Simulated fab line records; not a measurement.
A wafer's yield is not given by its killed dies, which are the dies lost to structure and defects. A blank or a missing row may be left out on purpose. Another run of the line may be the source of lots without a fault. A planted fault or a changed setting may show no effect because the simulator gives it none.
What tool caused it?    flow sky130    33 wafers from 11 lots sampled at 5 of the route's 708 steps

## WHAT THE GAUGES SHOWED, per wafer
No reading from a measuring or inspecting step in the record can be judged against a usual standard deviation.

## EACH LOT AND THE TOOL THAT RAN IT (in order: tool; ch and the chambers of the sampled wafers; start)
lot   SKY_METAL2_METAL_ETCH_19           SKY_VIA2_ETCH_15                    SKY_VIA2_STRIP_16                     SKY_METAL3_SPUTTER_04         SKY_PAD_OPEN_PROBE_99
L156  rie_metal-03 ch 0,1, day 35 05:40  rie_diel-01 ch 0,1,2, day 36 09:50  plasma_asher-01 ch 0,1, day 36 09:54  pvd_sputter-01, day 36 11:14  prober-01, day 46 01:13
L157  rie_metal-03 ch 0,1, day 35 13:04  rie_diel-01 ch 0,1,2, day 36 16:46  plasma_asher-03 ch 0,1, day 36 16:49  pvd_sputter-04, day 36 18:12  -
L159  rie_metal-02 ch 0,1, day 36 07:41  rie_diel-01 ch 0,1,2, day 37 11:15  plasma_asher-01 ch 0,1, day 37 11:19  pvd_sputter-04, day 37 12:42  -
L158  rie_metal-03 ch 0,1, day 36 08:17  rie_diel-03 ch 0,1,3, day 37 11:44  plasma_asher-04 ch 1, day 37 11:47    pvd_sputter-01, day 37 13:10  -
L164  rie_metal-03 ch 0, day 38 07:37    rie_diel-03 ch 0,1,3, day 39 10:38  plasma_asher-04 ch 0,1, day 39 10:43  -                             prober-02, day 48 11:08
L166  rie_metal-02 ch 0,1, day 38 10:16  rie_diel-03 ch 1,2,3, day 39 13:20  plasma_asher-01 ch 0,1, day 39 13:23  -                             prober-01, day 48 13:43
L168  rie_metal-02 ch 0,1, day 39 09:02  rie_diel-02 ch 0,3, day 40 11:42    plasma_asher-01 ch 0,1, day 40 11:48  pvd_sputter-04, day 40 13:43  prober-02, day 49 06:02
L169  rie_metal-04 ch 0,1, day 39 12:04  rie_diel-01 ch 0,2,3, day 40 14:27  plasma_asher-03 ch 0,1, day 40 14:33  pvd_sputter-04, day 40 16:17  prober-01, day 49 09:05
L171  rie_metal-02 ch 0,1, day 39 19:22  rie_diel-01 ch 0,1,3, day 40 21:20  plasma_asher-04 ch 0,1, day 40 21:26  pvd_sputter-01, day 40 22:47  prober-01, day 49 13:41
L175  rie_metal-03 ch 0,1, day 41 07:58  rie_diel-03 ch 0,1,3, day 42 09:42  plasma_asher-04 ch 0,1, day 42 09:46  pvd_sputter-04, day 42 11:08  -
L179  rie_metal-04 ch 0,1, day 42 20:08  rie_diel-03 ch 0,1,2, day 43 20:45  plasma_asher-04 ch 0,1, day 43 20:49  pvd_sputter-03, day 43 22:11  -
- SKY_METAL2_METAL_ETCH_19: etches the open film in Cl2/BCl3, stops on SiO2, target depth 360 nm, time 78 s.
- SKY_VIA2_ETCH_15: etches SiO2 in C4F8/O2/Ar, stops on TiN, target depth 546 nm, time 84 s.
- SKY_VIA2_STRIP_16: strips in O2/N2.
- SKY_METAL3_SPUTTER_04: material TiN, target thk 70 nm, time 58.3 s.
- SKY_PAD_OPEN_PROBE_99

## WHAT THE TOOLS THEMSELVES READ (means of the sampled wafers that have a number; where no wafer has one, the mark that the record gives instead)
SKY_METAL2_METAL_ETCH_19. Usual: drypump_motor_current_A 5.8 A, standard deviation 0.4; mfc_cl2_sccm 59.96 sccm, standard deviation 0.17; oes_product_au 0.854 a.u., standard deviation 0.0054; throttle_valve_pct 22.264 %, standard deviation 0.0092.
lot   tool          drypump_motor_current_A (A)  mfc_cl2_sccm (sccm)  oes_product_au (a.u.)  throttle_valve_pct (%)  flag
L156  rie_metal-03  5.7                          60.01                0.856                  22.256                  
L157  rie_metal-03  5.7                          59.71                0.852                  22.268                  
L159  rie_metal-02  5.5                          59.96                0.850                  22.264                  
L158  rie_metal-03  5.7                          59.86                0.856                  22.272                  
L164  rie_metal-03  5.7                          59.93                0.858                  22.255                  
L166  rie_metal-02  5.5                          60.01                0.853                  22.258                  
L168  rie_metal-02  5.5                          60.00                0.854                  22.262                  
L169  rie_metal-04  6.4                          59.97                0.858                  22.260                  
L171  rie_metal-02  5.5                          59.98                0.858                  22.260                  
L175  rie_metal-03  5.7                          59.92                0.856                  22.259                  
L179  rie_metal-04  6.4                          59.95                0.856                  22.269                  

SKY_VIA2_ETCH_15. Usual: oes_product_au at 0.940 a.u., with a standard deviation of 0.0051.
lot   tool         oes_product_au (a.u.)  flag
L156  rie_diel-01  0.936                  
L157  rie_diel-01  0.941                  
L159  rie_diel-01  0.943                  
L158  rie_diel-03  0.941                  
L164  rie_diel-03  0.937                  
L166  rie_diel-03  0.938                  
L168  rie_diel-02  0.937                  
L169  rie_diel-01  0.938                  
L171  rie_diel-01  0.940                  
L175  rie_diel-03  0.941                  
L179  rie_diel-03  0.936                  

SKY_VIA2_STRIP_16. Usual: chamber_pressure_mTorr 1500.1 mTorr, standard deviation 1.2; drypump_motor_current_A 5.78 A, standard deviation 0.28; oes_product_au 0.398 a.u., standard deviation 0.0046; strip_time_to_endpoint_s 4.051 s, standard deviation 0.027.
lot   tool             chamber_pressure_mTorr (mTorr)  drypump_motor_current_A (A)  oes_product_au (a.u.)  strip_time_to_endpoint_s (s)  flag
L156  plasma_asher-01  1501.2                          5.66                         0.402                  4.085                         
L157  plasma_asher-03  1500.5                          5.89                         0.397                  4.038                         
L159  plasma_asher-01  1499.1                          5.68                         0.396                  4.062                         
L158  plasma_asher-04  1501.0                          6.10                         0.401                  4.084                         
L164  plasma_asher-04  -                               -                            -                      -                             OFF
L166  plasma_asher-01  -                               -                            -                      -                             OFF
L168  plasma_asher-01  1500.2                          5.77                         0.400                  4.029                         
L169  plasma_asher-03  1500.2                          5.89                         0.399                  4.067                         
L171  plasma_asher-04  1499.5                          5.92                         0.393                  4.054                         
L175  plasma_asher-04  1499.7                          5.74                         0.397                  4.077                         
L179  plasma_asher-04  1501.4                          5.91                         0.402                  4.057                         

SKY_METAL3_SPUTTER_04. Usual: throttle_valve_pct at 29.8 %, with a standard deviation of 0.7.
lot   tool            throttle_valve_pct (%)  flag
L156  pvd_sputter-01  30.0                    
L157  pvd_sputter-04  29.7                    
L159  pvd_sputter-04  29.9                    
L158  pvd_sputter-01  30.1                    
L168  pvd_sputter-04  29.6                    
L169  pvd_sputter-04  29.6                    
L171  pvd_sputter-01  29.6                    
L175  pvd_sputter-04  30.0                    
L179  pvd_sputter-03  30.1                    

SKY_PAD_OPEN_PROBE_99. Usual: defect_limited_yield 82.8 %, standard deviation 2; killed_at_M0_to_M3 43, standard deviation 6.4; killed_at_M4_up 3.1, standard deviation 2; killed_at_contacts 24, standard deviation 5.2; killed_at_front_end 15, standard deviation 4.3; killed_at_other 0.2, standard deviation 0.48; killed_dies 85, standard deviation 9.7; killed_on_rim 17, standard deviation 4.2; killed_open 47, standard deviation 6.9; killed_short 38, standard deviation 6.7; sort_bin_3_pad_short 0.9 %, standard deviation 0.48; sort_bin_5_function 10.3 %, standard deviation 1.6; sort_bin_6_memory 6.1 %, standard deviation 0.97; sort_n_pass 407, standard deviation 9.7; sort_yield_pct 82.8 %, standard deviation 2.
lot   tool       defect_limited_yield (%)  killed_at_M0_to_M3  killed_at_M4_up  killed_at_contacts  killed_at_front_end  killed_at_other  killed_dies  killed_on_rim  killed_open  killed_short  sort_bin_3_pad_short (%)  sort_bin_5_function (%)  sort_bin_6_memory (%)  sort_n_pass  sort_yield_pct (%)  flag
L156  prober-01  84.1                      38                  4.0              23                  13                   0.0              78           15             41           37            1.1                       9.5                      5.3                    414          84.1                
L164  prober-02  0.0                       449                 3.0              24                  16                   0.3              492          96             53           33            0.9                       92.1                     7.0                    0            0.0                 OFF
L166  prober-01  0.0                       450                 2.3              21                  18                   0.7              492          96             42           41            1.1                       92.5                     6.4                    0            0.0                 OFF
L168  prober-02  81.6                      50                  5.3              20                  14                   0.7              91           19             50           41            0.9                       11.3                     6.2                    401          81.6                
L169  prober-01  82.1                      42                  2.3              24                  20                   0.3              88           14             45           43            1.0                       10.8                     6.1                    404          82.1                
L171  prober-01  81.4                      47                  2.0              24                  18                   0.3              91           19             52           39            1.1                       10.5                     7.0                    401          81.4                

## THE ANSWER, worked out from the rows above alone
Rule: a lot counts as off when the mean over its wafers that have a number is more than 3 standard deviations away from the usual mean. A lot without any number at a reading at which 4 lots or more have one is off too. The other lots that the step has rows for count as sound. First the gauges in route order, then the tools' own readings, where a lot's mean is used as printed above. The first step at which some lot is off is used, and at that step the reading that is off furthest; a lot without a number counts as furthest.
Off, at SKY_VIA2_STRIP_16 on chamber_pressure_mTorr: L164, L166. Without a number there: L164, L166.
If a tool, at that step or one of the process steps before it, ran each lot that is off and ran no sound lot following the first of them, it fits. No candidate that was tried fits.

## WHAT WAS PUT IN BY THE SIMULATOR
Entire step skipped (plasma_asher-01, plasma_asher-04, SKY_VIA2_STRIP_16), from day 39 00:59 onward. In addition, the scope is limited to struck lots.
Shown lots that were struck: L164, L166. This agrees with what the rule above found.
